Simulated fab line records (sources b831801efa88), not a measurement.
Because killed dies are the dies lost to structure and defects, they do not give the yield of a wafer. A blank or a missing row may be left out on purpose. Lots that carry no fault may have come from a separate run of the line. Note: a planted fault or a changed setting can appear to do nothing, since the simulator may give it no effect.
Comparing a struck lot with a sound one | flow sky130 | 17 out of 708 route steps
Sound: wafers L410.2, L410.4, L410.5. Struck: wafers L423.1, L423.2, L423.6. The cause is named last.
Each step with rows lists, per side, the tool, then ch with its chambers, then its first start. Under that, the readings that differ: sound wafers | struck wafers | difference of the means | sigmas: that difference in standard deviations of wafers without a fault.
alike: words and numbers the same on both sides, and readings whose means are apart by under 2 such deviations; not compared: readings that were withheld, readings missing a value for some wafer, numbers with overlapping values and no deviation given by the record, and bounds like >300 which may hide the same value.
The two part at a step that has a row with sigmas, a row that says differs or no value, or rows on one side only. When numbers do not overlap yet have no deviation, they are printed without sigmas and do not part them. A reading that every wafer of one side lacks parts them only if that side has two wafers or more.

SKY_LDD_HVP_TW_MEAS_10:
  struck on film-metro-01, day 28 01:31; sound on film-metro-03, day 23 20:31
  reading    | sound       | struck      | difference | sigmas
  LDD_HVP_TW | 462 461 462 | 452 452 451 | -10        | -3
then, 7 steps without rows for these wafers: SKY_LDD_LDN_DEHYDRATE_00 (time 60 s); SKY_LDD_LDN_HMDS_01 (prime time 60 s); SKY_LDD_LDN_COAT_02 (resist thk 1140 nm); SKY_LDD_LDN_SOFTBAKE_03 (time 60 s); SKY_LDD_LDN_EXPOSE_04 (exposes mask LDNTM, target cd 700 nm); SKY_LDD_LDN_PEB_05; SKY_LDD_LDN_DEVELOP_06 (develop time 60 s).
SKY_LDD_LDN_OVL_MEAS_07:
  struck on overlay-01, day 29 04:43; sound on overlay-01, day 25 02:47
  alike: LDD_LDN_OVL
then, 3 steps without rows for these wafers: SKY_LDD_LDN_IMPLANT_08; SKY_LDD_LDN_IMPLANT_09; SKY_LDD_LDN_IMPLANT_10.
SKY_LDD_LDN_IMPLANT_11:
  sound on implanter-02 ch 0, day 25 03:18; struck on implanter-02 ch 0, day 29 05:12
  reading            | sound                            | struck                          | difference  | sigmas
  dose-ions-cm2      | 1.2489e+13 1.2508e+13 1.2513e+13 | 2.0759e+13 2.0748e+13 2.075e+13 | +8.2490e+12 | +99 or more
  faraday-current-uA | 70.1 68.7 67.8                   | 115.4 117.5 119.7               | +48.7       | +37
SKY_LDD_LDN_STRIP_12: strips in O2/N2.
  sound on plasma-asher-04 ch 0,1, day 25 03:25; struck on plasma-asher-01 ch 0,1, day 29 05:21
  alike: chamber-pressure-mTorr, drypump-motor-current-A, oes-product-au, strip-time-to-endpoint-s
  not compared: rf-hours-counter-h
SKY_LDD_LDN_TW_MEAS_13:
  struck on film-metro-04, day 29 05:27; sound on film-metro-01, day 25 03:32
  reading    | sound          | struck         | difference | sigmas
  LDD_LDN_TW | 1469 1466 1466 | 1540 1540 1534 | +71        | +8
then, 1 step without rows for these wafers: SKY_LDD_LDN_CLEAN_14 (cleans in SC1/SC2, time 150 s).
-- record jumps: 21 days separate the struck wafers' starts on either side; left off in module LDD_LDN, taken up again in module PAD_OPEN, whose first shown step is the route's number 708 --
SKY_PAD_OPEN_PROBE_99:
  struck on prober-01, day 50 04:08; sound on prober-01, day 47 13:02
  reading                         | sound          | struck         | difference | sigmas
  model.etest.tip-sonos.rs-ohm-sq | 2665 2668 2650 | 2471 2466 2485 | -187       |
  alike: killed_at_M0_to_M3, killed_at_M4_up, killed-at-contacts, killed-at-front-end, killed-at-other, killed-dies, killed-open, killed-short

== WHERE THEY PART ==
First at SKY_LDD_HVP_TW_MEAS_10; last, within this record, at SKY_LDD_LDN_TW_MEAS_13. Later steps at which nothing parts them and some readings are alike: SKY_PAD_OPEN_PROBE_99.

WHY: what had been put in by the simulator
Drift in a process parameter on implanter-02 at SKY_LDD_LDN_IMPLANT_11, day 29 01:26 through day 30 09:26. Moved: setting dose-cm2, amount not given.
